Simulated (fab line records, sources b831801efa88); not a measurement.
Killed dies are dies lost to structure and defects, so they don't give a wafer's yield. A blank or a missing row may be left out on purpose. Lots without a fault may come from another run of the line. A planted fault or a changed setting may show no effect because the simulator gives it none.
One fault seen from 2 desks | flow sky130 | each desk has only its own numbers; what lay behind them comes last

THE TOOL OWNER'S DESK: rie_si-01
The tool's own readings at SKY_FIELD_ISO_ETCH_17 (etches Si in HBr/Cl2/O2, target depth 342 nm, time 97.7 s): means of the sampled wafers that have a number, for each lot that ran on this tool. A lot is out of limits, marked OUT, if its mean lies more than 4 standard deviations from the usual mean; the brackets give that distance.
Columns: A = drypump_motor_current_A at SKY_FIELD_ISO_ETCH_17, usual 5.55 A; B = he_backside_leak_sccm at SKY_FIELD_ISO_ETCH_17, usual 2.97 sccm; C = oes_product_au at SKY_FIELD_ISO_ETCH_17, usual 1.002 a.u.; D = throttle_valve_pct at SKY_FIELD_ISO_ETCH_17, usual 25.655 %
lot  | first seen here | A    | B    | C               | D
L719 | day 2 10:49     | 5.43 | 3.06 | 1.003           | 25.641
L723 | day 3 00:26     | 5.37 | 3.01 | 1.002           | 25.659
L726 | day 3 20:07     | 5.60 | 3.05 | 1.011           | 25.651
L727 | day 4 02:28     | 5.61 | 2.99 | 1.006           | 25.648
L729 | day 4 09:19     | 5.41 | 3.06 | 1.009           | 25.656
L731 | day 4 21:13     | 5.63 | 3.05 | 1.002           | 25.654
L735 | day 5 20:10     | 5.48 | 3.00 | 0.821 (-19) OUT | 25.773 (+12) OUT
L736 | day 6 00:49     | 5.54 | 2.96 | 0.812 (-20) OUT | 25.785 (+13) OUT
This desk's finding: out of limits on L735, L736; first on L735, day 5 20:10 (oes_product_au at SKY_FIELD_ISO_ETCH_17). In limits: L719, L723, L726, L727, L729, L731.

THE METROLOGY DESK
What the gauges read, lot by lot, whatever tool the lot ran on: means of the sampled wafers that have a number. A lot is out of limits, marked OUT, if its mean lies more than 4 standard deviations from the usual mean; the brackets give that distance.
Columns: A = VT_ADJUST_LVTN_OVL at SKY_VT_ADJUST_LVTN_OVL_MEAS_07, usual 2.0 nm; B = LDD_N_OVL at SKY_LDD_N_OVL_MEAS_07, usual -0.7 nm; C = LDD_LDN_TW at SKY_LDD_LDN_TW_MEAS_13, usual 1486
lot  | first seen here | A    | B    | C
L720 | day 7 00:36     | 3.5  | 0.8  | 1488
L719 | day 7 00:45     | 1.3  | -0.8 | 1478
L722 | day 7 14:24     | 2.1  | -2.0 | 1486
L723 | day 7 18:01     | -1.3 | -0.0 | 1482
L724 | day 8 00:21     | 2.3  | -0.4 | 1495
L725 | day 8 16:37     | 2.7  | -0.5 | 1474
L726 | day 8 20:33     | 0.7  | -0.0 | 1492
L727 | day 9 03:30     | 3.5  | 1.8  | 1491
L728 | day 9 09:34     | 1.4  | 0.6  | 1491
L729 | day 9 12:33     | 1.9  | -1.3 | 1487
L731 | day 10 04:51    | 4.0  | -1.3 | 1488
L732 | day 10 15:16    | 3.1  | -3.6 | 1481
L735 | day 11 14:07    | 2.7  | 0.8  | 1489
L736 | day 11 14:28    | 1.8  | -3.1 | 1481
This desk's finding: nothing out of limits on any of the 14 lots.

PUT TOGETHER
The tool owner's desk could have raised an alarm at day 5 20:10, on L735, L736.
The metrology desk saw nothing out of limits.
The metrology desk has L735, L736 on record, within its limits.
Of the lots named, all ran SKY_FIELD_ISO_ETCH_17 on rie_si-01.

WHAT THE SIMULATOR HAD PUT IN
Process parameter drift: rie_si-01, from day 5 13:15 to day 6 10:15, at SKY_FIELD_ISO_ETCH_17. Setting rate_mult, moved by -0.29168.
Lots struck among those shown: L735, L736.
Hours from the fault's start to each desk's first reading out of limits: the tool owner's desk, 7.
